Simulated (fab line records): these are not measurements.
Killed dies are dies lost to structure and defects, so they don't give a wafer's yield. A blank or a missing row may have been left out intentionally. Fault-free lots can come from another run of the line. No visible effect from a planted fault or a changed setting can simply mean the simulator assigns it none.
fab line records	flow sky130
[record] lots = 6	wafers = 18	lastDay = 50
route steps=708 shown VIA4@653 METAL5@661 PAD_OPEN@708
lots that met no fault: taken from a fault-free run of the same line
startH: the number of hours between the record's first day and the start of the first shown wafer of the lot	waitH: hours since the lot's step before	" identical to the entry in the row above	L1.1+2: a single row standing in for several wafers	- no value, or no start was given	* or withheld: withheld	< > ~ a bound
route shown NAME@n: names a module that has steps shown in the file, with the first one's number in the route	usual: average and standard deviation across the fault-free wafers	same: alike in all rows	chamber/n: place in a boat	sites: per-site readings	_std_site: how widely they spread, as a standard deviation	_edge_site: outer sites' mean less inner sites'	radiusMm: for every site, how far away it sits from the centre of the wafer	mask NAME#n: copy n	behind: the tool/chamber that last shaped the wafer	hold: the reason the lot was held/the length of the hold in hours/how it ended	device: transistor that didn't switch, given as n, p or np	end of line: at the end of the route, the tests of the same wafers	for a step that has no rows: nothing shown but its recipe	killed: not the wafer's yield, but the dies lost to structure and defects at the first sort	map: per-die view of a wafer (x killed, . not killed, _ where there is no die)
set.NAME: the setting that was run; set.NAME@STEP: the one run at that earlier step	model.NAME: the simulator's own value behind a step, which no gauge read
lots at selected steps of the route; one table per step, one row per wafer
services: the hour from which a tool's chamber was out of use, counted from the record's first day as startH (under 0 if before that day), plus the number of hours and why
[[steps]]
[step SKY_VIA4_STRIP_14]
[recipe] chemistry = postEtchResidueRemover	timeS = 1200	tempC = 72.5
[step SKY_VIA4_CLEAN_15]
[recipe] chemistry = IPA	timeS = 180	tempC = 25
[step SKY_VIA4_CLEAN_16]
[recipe] chemistry = O3/DIW	dry = n2Spin
[step SKY_VIA4_SPUTTER_17]
[recipe] material = TiN	targetThkNm = 20	chamberPressurePa = 5	powerW = 4000	timeS = 80
[usual] cathodeDcPowerW = 4000.0/0.71	throttleValvePct = 30.2/1
[same] timeS = 80
lot.wafer	tool	chamber	startH	waitH	cathodeDcPowerW	throttleValvePct
L820.2	pvdSputter-01	-	1042.28	0.0	4000.1	29.9
L820.4	"	-	"	"	3999.7	30.2
L820.6	"	-	"	"	4001.0	30.3
L824.1	pvdSputter-01	-	1071.17	0.0	3999.8	31.4
L824.2	"	-	"	"	3999.8	30.1
L824.5	"	-	"	"	4000.2	31.7
L827.3	pvdSputter-03	-	1087.61	0.0	4001.6	32.4
L827.4	"	-	"	"	4000.3	30.3
L827.6	"	-	"	"	4000.4	30.3
L834.3	pvdSputter-01	-	1128.13	0.0	4000.7	30.1
L834.4	"	-	"	"	3999.7	30.4
L834.5	"	-	"	"	4000.2	30.6
L835.2	pvdSputter-02	-	1130.51	0.0	3999.2	27.8
L835.3	"	-	"	"	4000.1	29.9
L835.4	"	-	"	"	4000.0	31.0
L838.1	pvdSputter-03	-	1146.53	0.0	3999.6	30.5
L838.3	"	-	"	"	3999.3	32.0
L838.6	"	-	"	"	4000.3	30.1
[step SKY_VIA4_CVD_18]
[recipe] material = W	targetThkNm = 505	timeS = 152.14	tempC = 400	pressureTorr = 40
[step SKY_VIA4_RS_MEAS_19]
[recipe] thkMeasGauge = four-point-probe	reads = W_of_VIA4_CVD_18+TiN_of_VIA4_SPUTTER_17
[usual] VIA4_W_RS = 0.227/0.0037
lot.wafer	tool	chamber	startH	waitH	VIA4_W_RS[ohm/sq]
L820.2	filmMetro-03	-	1042.51	0.1	0.230
L820.4	"	-	"	"	0.221
L820.6	"	-	"	"	0.233
L824.1	filmMetro-03	-	1071.38	0.1	0.224
L824.2	"	-	"	"	0.230
L824.5	"	-	"	"	0.222
L827.3	filmMetro-04	-	1087.87	0.1	0.228
L827.4	"	-	"	"	0.230
L827.6	"	-	"	"	0.225
L834.3	filmMetro-04	-	1128.39	0.1	0.227
L834.4	"	-	"	"	0.229
L834.5	"	-	"	"	0.231
L835.2	filmMetro-03	-	1130.75	0.1	0.227
L835.3	"	-	"	"	0.229
L835.4	"	-	"	"	0.229
L838.1	filmMetro-03	-	1146.75	0.1	0.229
L838.3	"	-	"	"	0.228
L838.6	"	-	"	"	0.230
[step SKY_VIA4_THK_MEAS_20]
[recipe] thkMeasGauge = xrf	reads = W_of_VIA4_CVD_18
[usual] VIA4_W_THK = 513/11
lot.wafer	tool	chamber	startH	waitH	VIA4_W_THK[nm]
L820.2	filmMetro-03	-	1042.62	0.1	512
L820.4	"	-	"	"	534
L820.6	"	-	"	"	508
L824.1	filmMetro-03	-	1071.50	0.1	526
L824.2	"	-	"	"	513
L824.5	"	-	"	"	531
L827.3	filmMetro-04	-	1087.97	0.1	511
L827.4	"	-	"	"	509
L827.6	"	-	"	"	516
L834.3	filmMetro-04	-	1128.49	0.1	511
L834.4	"	-	"	"	511
L834.5	"	-	"	"	506
L835.2	filmMetro-03	-	1130.86	0.1	515
L835.3	"	-	"	"	513
L835.4	"	-	"	"	512
L838.1	filmMetro-03	-	1146.87	0.1	514
L838.3	"	-	"	"	514
L838.6	"	-	"	"	509
[step SKY_VIA4_CMP_21]
[recipe] stopOn = SiO2	tOverpolishS = 25	downForcePsi = 3.5	platenRpm = 60	targetThkNm = 0	padVelocityMS = 0.94248
[usual] motorCurrentA = 11.4/1	overpolishRunS = 25.000/0.0098	platenRpm = 60.00/0.038	timeToEndpointS = 122/6.5
lot.wafer	tool	chamber	startH	waitH	motorCurrentA	overpolishRunS	platenRpm	timeToEndpointS
L820.4	cmp-02	3	1042.67	0.0	11.8	25.004	60.01	141
L820.2	"	2	"	"	11.9	25.012	60.00	128
L820.6	"	0	"	"	9.5	25.020	60.02	121
L824.1	cmp-01	1	1071.61	0.1	12.2	25.003	59.96	130
L824.2	"	2	"	"	11.0	24.986	59.99	124
L824.5	"	0	"	"	11.5	25.014	60.00	128
L827.4	cmp-01	2	1088.53	0.5	11.3	24.999	60.00	118
L827.3	"	1	"	"	12.3	25.002	59.98	125
L827.6	"	3	"	"	12.2	25.000	59.99	113
L834.4	cmp-02	0	1128.58	0.1	10.1	25.003	59.99	111
L834.3	"	2	"	"	11.7	24.997	60.00	114
L834.5	"	3	"	"	11.3	25.012	60.01	124
L835.4	cmp-01	0	1130.91	0.0	11.1	25.001	60.03	122
L835.3	"	1	"	"	12.3	24.990	59.95	124
L835.2	"	2	"	"	9.5	25.009	60.06	126
L838.3	cmp-01	2	1146.93	0.0	10.9	25.002	59.94	129
L838.1	"	3	"	"	12.4	24.999	59.99	116
L838.6	"	2	"	"	10.2	24.995	60.04	131
[step SKY_METAL5_SPUTTER_00]
[recipe] material = Ti	targetThkNm = 15	powerW = 3000	timeS = 10	chamberPressurePa = 0.4
[step SKY_METAL5_SPUTTER_01]
[recipe] material = TiN	targetThkNm = 20	powerW = 6500	timeS = 16.7	chamberPressurePa = 0.4
[step SKY_METAL5_SPUTTER_02]
[recipe] material = AlCu	targetThkNm = 1150	powerW = 10600	timeS = 61.2	chamberPressurePa = 0.4
[step SKY_METAL5_SPUTTER_03]
[recipe] material = Ti	targetThkNm = 5	powerW = 3000	timeS = 3.3	chamberPressurePa = 0.4
[usual] cathodeDcPowerW = 3000.0/0.57	throttleValvePct = 30.0/1.4
[same] timeS = 3.3
lot.wafer	tool	chamber	startH	waitH	cathodeDcPowerW	throttleValvePct
L820.2	pvdSputter-04	-	1043.07	0.0	2999.4	27.9
L820.4	"	-	"	"	3000.1	30.9
L820.6	"	-	"	"	2999.7	28.4
L824.1	pvdSputter-03	-	1071.96	0.0	2999.8	30.5
L824.2	"	-	"	"	3000.0	32.2
L824.5	"	-	"	"	3000.6	29.6
L827.3	pvdSputter-02	-	1088.93	0.0	2999.3	29.8
L827.4	"	-	"	"	3000.1	29.5
L827.6	"	-	"	"	3000.4	29.9
L834.3	pvdSputter-04	-	1128.92	0.0	3000.6	30.9
L834.4	"	-	"	"	2999.8	30.9
L834.5	"	-	"	"	2999.6	31.7
L835.2	pvdSputter-04	-	1131.31	0.0	2998.9	28.1
L835.3	"	-	"	"	2999.5	30.9
L835.4	"	-	"	"	3000.4	30.8
L838.1	pvdSputter-03	-	1147.32	0.0	2998.8	29.2
L838.3	"	-	"	"	3000.4	30.3
L838.6	"	-	"	"	3000.1	32.0
[step SKY_METAL5_SPUTTER_04]
[recipe] material = TiN	targetThkNm = 70	powerW = 6500	timeS = 58.3	chamberPressurePa = 0.4
[usual] cathodeDcPowerW = 6499.9/1.2	throttleValvePct = 30.0/1.4
[same] timeS = 58.3
lot.wafer	tool	chamber	startH	waitH	cathodeDcPowerW	throttleValvePct	model.TiN_of_METAL5_SPUTTER_04.thkNm
L820.2	pvdSputter-04	-	1043.09	0.0	6498.3	27.8	69.56
L820.4	"	-	"	"	6498.3	31.0	70.86
L820.6	"	-	"	"	6498.8	28.4	70.87
L824.1	pvdSputter-03	-	1071.98	0.0	6499.2	30.4	68.28
L824.2	"	-	"	"	6502.8	32.2	70.04
L824.5	"	-	"	"	6498.6	29.7	69.95
L827.3	pvdSputter-02	-	1088.95	0.0	6498.4	29.9	71.03
L827.4	"	-	"	"	6500.7	29.6	70.59
L827.6	"	-	"	"	6499.2	29.9	70.58
L834.3	pvdSputter-04	-	1128.94	0.0	6795.9	30.7	74.05
L834.4	"	-	"	"	6794.9	30.9	73.96
L834.5	"	-	"	"	6795.2	31.8	72.47
L835.2	pvdSputter-04	-	1131.32	0.0	6794.1	27.9	71.99
L835.3	"	-	"	"	6796.6	30.9	73.71
L835.4	"	-	"	"	6795.3	30.9	73.67
L838.1	pvdSputter-03	-	1147.34	0.0	6499.1	29.5	69.5
L838.3	"	-	"	"	6500.5	30.4	69.73
L838.6	"	-	"	"	6500.4	32.4	69.79
[step SKY_METAL5_RS_MEAS_05]
[recipe] thkMeasGauge = four-point-probe	reads = TiN_of_METAL5_SPUTTER_04+Ti_of_METAL5_SPUTTER_03+AlCu_of_METAL5_SPUTTER_02+TiN_of_METAL5_SPUTTER_01+Ti_of_METAL5_SPUTTER_00
[usual] METAL5_ALCU_RS = 0.0272/0.00044
lot.wafer	tool	chamber	startH	waitH	METAL5_ALCU_RS[ohm/sq]
L820.2	filmMetro-02	-	1043.16	0.0	0.0272
L820.4	"	-	"	"	0.0266
L820.6	"	-	"	"	0.0274
L824.1	filmMetro-01	-	1072.03	0.0	0.0275
L824.2	"	-	"	"	0.0280
L824.5	"	-	"	"	0.0280
L827.3	filmMetro-01	-	1089.04	0.1	0.0270
L827.4	"	-	"	"	0.0272
L827.6	"	-	"	"	0.0269
L834.3	filmMetro-01	-	1129.03	0.1	0.0269
L834.4	"	-	"	"	0.0268
L834.5	"	-	"	"	0.0272
L835.2	filmMetro-01	-	1131.39	0.0	0.0270
L835.3	"	-	"	"	0.0266
L835.4	"	-	"	"	0.0267
L838.1	filmMetro-02	-	1147.39	0.0	0.0279
L838.3	"	-	"	"	0.0278
L838.6	"	-	"	"	0.0280
[step SKY_METAL5_THK_MEAS_06]
[recipe] thkMeasGauge = xrf	reads = AlCu_of_METAL5_SPUTTER_02
[usual] METAL5_ALCU_THK = 1146/22
lot.wafer	tool	chamber	startH	waitH	METAL5_ALCU_THK[nm]
L820.2	filmMetro-02	-	1043.27	0.1	1158
L820.4	"	-	"	"	1170
L820.6	"	-	"	"	1136
L824.1	filmMetro-01	-	1072.15	0.1	1158
L824.2	"	-	"	"	1128
L824.5	"	-	"	"	1136
L827.3	filmMetro-01	-	1089.14	0.1	1171
L827.4	"	-	"	"	1164
L827.6	"	-	"	"	1171
L834.3	filmMetro-01	-	1129.13	0.1	1162
L834.4	"	-	"	"	1160
L834.5	"	-	"	"	1146
L835.2	filmMetro-01	-	1131.50	0.1	1162
L835.3	"	-	"	"	1178
L835.4	"	-	"	"	1167
L838.1	filmMetro-02	-	1147.51	0.1	1107
L838.3	"	-	"	"	1114
L838.6	"	-	"	"	1104
[step SKY_METAL5_DEHYDRATE_07]
[recipe] tempC = 200	timeS = 60
[step SKY_METAL5_HMDS_08]
[recipe] primeTimeS = 60	primeTempC = 120
[step SKY_METAL5_COAT_09]
[recipe] resist = NOVOLAK	spinRpm = 3000	resistThkNm = 1800
[step SKY_METAL5_SOFTBAKE_10]
[recipe] tempC = 90	timeS = 60	resist = NOVOLAK
[step SKY_METAL5_EXPOSE_11]
[recipe] maskId = MM5	na = 0.6	sourceShape = conventional	sigmaOuter = 0.6	polarization = unpolarized	targetCdNm = 1600	doseMj = 190
[step SKY_METAL5_PEB_12]
[recipe] tempC = withheld	timeS = *	resist = NOVOLAK
[step SKY_METAL5_DEVELOP_13]
[recipe] resist = NOVOLAK	developer = TMAH	developTimeS = 60	devTempC = 23
[step SKY_METAL5_DESCUM_14]
[recipe] chemistry = O2	sourcePowerW = 150	biasPowerW = 0	pressureMtorr = 10	tempC = 40	timeS = 11
[step SKY_METAL5_METAL_ETCH_15]
[recipe] targetDepthA = 12600	stopOn = SiO2	overEtchFrac = 0.2	timeS = 252	chemistry = Cl2/BCl3	resistSidewallDeg = 86	pressureMtorr = 10	icpW = 900	biasW = 48.5	Cl2_flow_sccm = 60	bcl3FlowSccm = 30
[usual] drypumpMotorCurrentA = 5.9/0.49	oesProductAu = 0.893/0.0054	throttleValvePct = 22.265/0.0079
[same] overEtchFrac = 0.2	timeS = 252
lot.wafer	tool	chamber	startH	waitH	drypumpMotorCurrentA	oesProductAu	rfHoursCounterH	throttleValvePct
L820.2	rieMetal-03	0	1064.72	0.0	5.2	0.896	20	22.277
L820.4	"	1	"	"	6.2	0.898	-	22.275
L820.6	"	0	"	"	5.2	0.903	-	22.264
L824.1	rieMetal-03	1	1092.62	0.0	6.2	0.891	8	22.260
L824.2	"	0	"	"	5.2	0.887	22	22.272
L824.5	"	0	"	"	5.2	0.885	-	22.272
L827.3	rieMetal-02	1	1109.52	0.1	5.6	0.901	-	22.254
L827.4	"	0	"	"	6.5	0.898	-	22.264
L827.6	"	1	"	"	5.6	0.883	-	22.250
L834.3	rieMetal-02	0	1147.99	0.1	6.5	0.896	-	22.261
L834.4	"	1	"	"	5.6	0.901	-	22.270
L834.5	"	1	"	"	5.6	0.894	-	22.257
L835.2	rieMetal-02	1	1149.87	0.0	5.6	0.891	6	22.277
L835.3	"	0	"	"	6.4	0.890	-	22.271
L835.4	"	1	"	"	5.6	0.907	-	22.265
L838.1	rieMetal-02	0	1164.32	0.0	6.5	0.896	28	22.260
L838.3	"	1	"	"	5.6	0.887	-	22.263
L838.6	"	0	"	"	6.5	0.888	-	22.266
[step SKY_METAL5_STRIP_16]
[recipe] chemistry = O2/N2	powerW = 1356	pressureMtorr = 1500	platenTempC = withheld	o2FlowSccm = 3000	n2FlowSccm = 300	overashFraction = 0.5
[usual] drypumpMotorCurrentA = 5.59/0.23	oesProductAu = 0.699/0.0048	stripTimeToEndpointS = 13.30/0.14
lot.wafer	tool	chamber	startH	waitH	drypumpMotorCurrentA	oesProductAu	rfHoursCounterH	stripTimeToEndpointS
L820.2	plasmaAsher-01	0	1064.95	0.2	5.58	0.695	96	13.33
L820.4	"	1	"	"	5.46	0.702	-	13.15
L820.6	"	0	"	"	5.58	0.691	-	13.30
L824.1	plasmaAsher-01	0	1092.85	0.2	5.56	0.680	98	13.27
L824.2	"	1	"	"	5.43	0.705	98	13.19
L824.5	"	0	"	"	5.57	0.701	-	13.09
L827.3	plasmaAsher-01	0	1109.71	0.1	5.58	0.699	-	13.11
L827.4	"	1	"	"	5.45	0.698	-	13.17
L827.6	"	0	"	"	5.60	0.705	-	13.10
L834.3	plasmaAsher-04	1	1148.18	0.1	5.95	0.701	-	13.43
L834.4	"	0	"	"	5.68	0.698	-	13.15
L834.5	"	1	"	"	5.93	0.702	-	13.20
L835.2	plasmaAsher-01	1	1150.10	0.2	5.46	0.697	104	13.33
L835.3	"	1	"	"	5.46	0.702	-	13.48
L835.4	"	0	"	"	5.59	0.700	-	13.18
L838.1	plasmaAsher-02	0	1164.55	0.2	5.78	0.710	40	13.50
L838.3	"	1	"	"	5.25	0.696	-	13.29
L838.6	"	0	"	"	5.76	0.704	-	13.55
[step SKY_METAL5_STRIP_17]
[recipe] chemistry = postEtchResidueRemover	timeS = 1200	tempC = 72.5
[usual] tempC = 72.53/0.12
[same] timeS = 1200
lot.wafer	tool	chamber	startH	waitH	tempC	model.TiN_of_METAL5_SPUTTER_04.thkNm
L820.2	wetBench-02	2	1065.05	0.1	72.58	69.16
L820.4	"	2	"	"	72.56	70.45
L820.6	"	2	"	"	72.39	70.46
L824.1	wetBench-02	2	1092.95	0.1	72.45	67.86
L824.2	"	2	"	"	72.44	69.61
L824.5	"	2	"	"	72.37	69.53
L827.3	wetBench-02	3	1109.78	0.0	72.48	70.6
L827.4	"	3	"	"	72.68	70.16
L827.6	"	3	"	"	72.55	70.15
L834.3	wetBench-04	1	1148.25	0.0	72.65	73.63
L834.4	"	1	"	"	72.55	73.54
L834.5	"	1	"	"	72.72	72.04
L835.2	wetBench-01	0	1150.20	0.1	72.53	71.56
L835.3	"	0	"	"	72.73	73.29
L835.4	"	0	"	"	72.59	73.25
L838.1	wetBench-01	0	1164.65	0.1	72.42	69.07
L838.3	"	0	"	"	72.55	69.31
L838.6	"	0	"	"	72.54	69.36
[step SKY_METAL5_CLEAN_18]
[recipe] chemistry = IPA	timeS = 180	tempC = 25
[step SKY_PAD_OPEN_PROBE_99]
[usual] defectLimitedYield = 82.7/1.8	killed_at_M0_to_M3 = 42/7.5	killed_at_M4_up = 3.2/1.7	killedAtContacts = 24/5.1	killedAtFrontEnd = 15/4.1	killedAtOther = 0.3/0.58	killedDies = 85/8.9	killedOpen = 46/6.4	killedShort = 39/6
[same] grossDies = 492	killedAtBackSide = 0
lot.wafer	tool	chamber	startH	waitH	defectLimitedYield[%]	killed_at_M0_to_M3	killed_at_M4_up	killedAtContacts	killedAtFrontEnd	killedAtOther	killedDies	killedOpen	killedShort
L824.1	prober-02	-	1136.04	0.1	81.3	38	3	32	19	0	92	52	40
L824.2	prober-02	-	1136.09	0.1	80.3	38	3	40	16	0	97	53	43
L824.5	prober-02	-	1136.24	0.2	81.3	41	4	24	23	0	92	51	41
L827.3	prober-01	-	1151.53	0.2	81.7	47	4	19	17	3	90	42	45
L827.4	prober-01	-	1151.58	0.2	81.3	52	5	15	20	0	92	51	41
L827.6	prober-01	-	1151.68	0.2	81.3	49	3	21	19	0	92	47	44
L834.3	prober-02	-	1183.63	0.2	85.6	39	4	20	8	0	71	41	30
L834.4	prober-02	-	1183.68	0.2	82.7	48	4	27	6	0	85	43	42
L834.5	prober-02	-	1183.73	0.2	82.5	44	3	26	13	0	86	42	44
// killed by level:class
L824.1 VIA1:geometricParticle:open=13 CONTACT:geometricParticle:open=9 LI_CONTACT:geometricParticle:open=8 LI_CONTACT:geometricParticle:short=5 CONTACT:geometricParticle:short=5 METAL2:geometricParticle:short=5 VIA3:geometricParticle:open=5 LOCAL_INTERCONNECT:geometricParticle:short=4
L824.2 CONTACT:geometricParticle:open=14 VIA1:geometricParticle:open=11 LOCAL_INTERCONNECT:geometricParticle:short=9 LI_CONTACT:geometricParticle:open=6 CONTACT:geometricParticle:short=6 VIA3:geometricParticle:open=6 METAL2:geometricParticle:short=5 FIELD_ISO:geometricParticle:open=4
L824.5 CONTACT:geometricParticle:open=16 POLY_GATE:geometricParticle:short=9 VIA3:geometricParticle:open=8 VIA2:geometricParticle:open=6 METAL3:geometricParticle:short=6 POLY_GATE:geometricParticle:open=5 METAL1:geometricParticle:short=5 LI_CONTACT:geometricParticle:open=4
L827.3 VIA1:geometricParticle:open=9 VIA2:geometricParticle:short=8 METAL1:geometricParticle:short=8 CONTACT:geometricParticle:open=7 FIELD_ISO:geometricParticle:short=6 LI_CONTACT:geometricParticle:open=5 VIA2:geometricParticle:open=5 POLY_GATE:geometricParticle:short=3
L827.4 VIA1:geometricParticle:open=14 VIA3:geometricParticle:open=8 METAL1:geometricParticle:short=7 FIELD_ISO:geometricParticle:open=6 POLY_GATE:geometricParticle:short=6 CONTACT:geometricParticle:open=6 VIA1:geometricParticle:short=5 FIELD_ISO:geometricParticle:short=4
L827.6 VIA1:geometricParticle:open=11 METAL1:geometricParticle:short=11 FIELD_ISO:geometricParticle:short=7 LI_CONTACT:geometricParticle:open=7 CONTACT:geometricParticle:open=7 VIA1:geometricParticle:short=7 VIA3:geometricParticle:open=6 CONTACT:geometricParticle:short=6
L834.3 CONTACT:geometricParticle:open=7 VIA1:geometricParticle:open=6 VIA2:geometricParticle:open=6 VIA3:geometricParticle:open=6 LI_CONTACT:geometricParticle:open=5 METAL2:geometricParticle:open=5 VIA1:geometricParticle:short=5 METAL2:geometricParticle:short=5
L834.4 VIA3:geometricParticle:open=12 CONTACT:geometricParticle:open=8 VIA1:geometricParticle:open=7 LI_CONTACT:geometricParticle:open=6 VIA1:geometricParticle:short=6 METAL1:geometricParticle:short=6 CONTACT:geometricParticle:short=5 METAL2:geometricParticle:short=5
L834.5 VIA1:geometricParticle:open=14 METAL2:geometricParticle:short=8 CONTACT:geometricParticle:short=7 CONTACT:geometricParticle:open=7 LI_CONTACT:geometricParticle:open=6 VIA1:geometricParticle:short=5 VIA2:geometricParticle:open=5 FIELD_ISO:geometricParticle:short=4
[[services]]
tool	chamber	startH	hours	kind
plasmaAsher-04	-	1035.81	0.7	repair
pvdSputter-03	1	1041.70	-	consumableReplace:kit
pvdSputter-03	1	1041.70	18.0	scheduledDown
pvdSputter-03	1	1041.70	18.0	ventCycle
wetBench-04	-	1052.49	0.9	repair
pvdSputter-02	-	1057.94	1.1	repair
pvdSputter-04	-	1058.18	0.7	repair
pvdSputter-01	-	1061.32	7.6	repair
pvdSputter-04	-	1066.90	1.3	repair
cmp-02	-	1081.60	6.3	repair
cmp-02	-	1087.86	4.0	pm
cmp-02	-	1092.94	16.6	pm
pvdSputter-01	-	1104.92	3.8	repair
pvdSputter-04	2	1105.40	-	consumableReplace:kit
rieMetal-03	0	1105.67	2.6	repair
pvdSputter-04	-	1117.34	2.4	repair
rieMetal-02	-	1119.33	4.3	pm
wetBench-04	-	1121.35	15.8	repair
cmp-01	-	1122.55	4.9	repair
pvdSputter-01	-	1133.06	0.6	repair
cmp-01	-	1136.69	1.9	repair
cmp-02	-	1138.21	1.0	repair
pvdSputter-02	-	1141.96	12.5	repair
pvdSputter-03	-	1162.36	8.4	repair
[[key]]
[firstSign] step = SKY_METAL5_SPUTTER_04	reading = cathodeDcPowerW	direction = up	sigmas = 99+	usual = 6499.9	struck = 6795.3
effect none on later readings
[modelEffect] step = SKY_METAL5_SPUTTER_04	value = TiN_of_METAL5_SPUTTER_04.thkNm	without = 70.12	struck = 73.31
[modelEffect] step = SKY_METAL5_STRIP_17	value = TiN_of_METAL5_SPUTTER_04.thkNm	without = 69.7	struck = 72.89
metAt SKY_METAL5_SPUTTER_04
struckWafers L834.3,L834.4,L834.5,L835.2,L835.3,L835.4
onsetBetween 1043.09 1128.94
[fault] kind = processParameterDrift	tool = pvdSputter-04	chamber = -	onsetH = 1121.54	steps = SKY_METAL5_SPUTTER_04	channel = powerW	offset = *	shape = step	endH = 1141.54	actsIn = *	stated = *
